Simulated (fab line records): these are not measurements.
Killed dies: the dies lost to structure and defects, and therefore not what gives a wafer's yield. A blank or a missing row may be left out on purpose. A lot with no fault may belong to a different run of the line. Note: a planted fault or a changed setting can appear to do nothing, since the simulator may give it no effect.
Commonality check across tools    flow sky130    Sampled: 12 lots, 39 wafers

== WHY IT WAS OPENED ==
1 of 12 lots carry a flag on the reading SPACER_CVD_00_THK at SKY_SPACER_THK_MEAS_01. Wafers without a fault read 42.9 nm, standard deviation 0.39.
Rule: a lot is flagged when every wafer of it that has a number lies more than 4 standard deviations from that mean, or none has a number. The rest of the lots are taken to be sound.

lot   measured      on             SPACER_CVD_00_THK (nm), wafer by wafer  flag
L800  day 22 14:04  film metro-04  43.0 43.3 43.3                          
L802  day 23 20:23  film metro-04  42.2 42.3 42.4                          
L801  day 23 22:56  film metro-01  43.4 43.6 43.4                          
L803  day 24 04:17  film metro-04  43.1 43.3 43.3                          
L806  day 25 09:35  film metro-01  42.6 42.8 42.8                          
L808  day 26 00:04  film metro-02  43.2 42.9 43.0                          
L811  day 27 09:29  film metro-04  75.0 75.2 75.2 75.0 75.1 75.2           FLAGGED
L819  day 30 04:13  film metro-01  43.0 42.5 42.9                          
L821  day 30 04:13  film metro-02  43.4 43.0 43.0                          
L820  day 30 12:56  film metro-04  43.5 43.3 43.5                          
L822  day 30 21:22  film metro-04  42.6 42.0 42.4                          
L823  day 31 00:59  film metro-01  43.0 43.6 43.1                          
The mean of the flagged lots' numbers is 75.1 nm, +32.2 nm from the usual (+83 standard deviations).

== EACH LOT AND THE TOOL IT RAN ON ==
The record keeps 1 process step preceding the reading, out of 708 steps on the route. Every cell lists first the tool, next ch and the chambers used by the sampled wafers, and last the start.
lot   flag     SKY_SPACER_CVD_00
L800           lpcvd-02 ch 1, day 22 12:50
L802           lpcvd-02 ch 0, day 23 19:10
L801           lpcvd-02 ch 1, day 23 21:44
L803           lpcvd-02 ch 1, day 24 03:05
L806           lpcvd-02 ch 1, day 25 08:22
L808           lpcvd-02 ch 1, day 25 22:51
L811  FLAGGED  lpcvd-02 ch 1, day 27 08:15
L819           lpcvd-02 ch 0, day 30 03:01
L821           lpcvd-02 ch 1, day 30 03:01
L820           lpcvd-02 ch 1, day 30 11:44
L822           lpcvd-02 ch 0, day 30 20:10
L823           lpcvd-02 ch 1, day 30 23:46
What these steps do:
- SKY_SPACER_CVD_00: deposits Si3N4 from DCS/NH3, target thk 43.1 nm, time 740 s.
- SKY_SPACER_THK_MEAS_01

== FLAGGED OVER TOTAL, TOOL BY TOOL (the gauges that took the reading come last) ==
step                    tool           lots run  flagged  share of the flagged lots  sound lots run after its first flagged lot
SKY_SPACER_CVD_00       lpcvd-02       12        1        all                        5 (L819,L821,L820,L822,L823)
SKY_SPACER_THK_MEAS_01  film metro-01  4         0        none                       -
SKY_SPACER_THK_MEAS_01  film metro-02  2         0        none                       -
SKY_SPACER_THK_MEAS_01  film metro-04  6         1        all                        2 (L820,L822)

== WHAT THE TABLE ALLOWS ==
lpcvd-02 at SKY_SPACER_CVD_00 and film metro-04 at SKY_SPACER_THK_MEAS_01 are the 2 rows of the table that ran each flagged lot.
- lpcvd-02 at SKY_SPACER_CVD_00 ran 12 lots, 1 of them flagged. Lots that were sound ran on it after the first flagged one (L819, L821, L820, L822, L823); a persistent fault on the entire tool would not allow that. Its own readings lie more than 4 standard deviations out on every wafer of the flagged lots: spike tc bottom C, spike tc centre C, spike tc lower C, spike tc top C, spike tc upper C, susceptor temp C, zone power bottom pct, zone power centre pct, zone power lower pct, zone power upper pct.
- film metro-04 at SKY_SPACER_THK_MEAS_01 ran 6 lots, 1 of them flagged. Lots that were sound ran on it after the first flagged one (L820, L822); a persistent fault on the entire tool would not allow that.
There is no row in the table that ran each flagged lot and no sound lot after the first.

== WHAT THE SIMULATOR HAD INSERTED ==
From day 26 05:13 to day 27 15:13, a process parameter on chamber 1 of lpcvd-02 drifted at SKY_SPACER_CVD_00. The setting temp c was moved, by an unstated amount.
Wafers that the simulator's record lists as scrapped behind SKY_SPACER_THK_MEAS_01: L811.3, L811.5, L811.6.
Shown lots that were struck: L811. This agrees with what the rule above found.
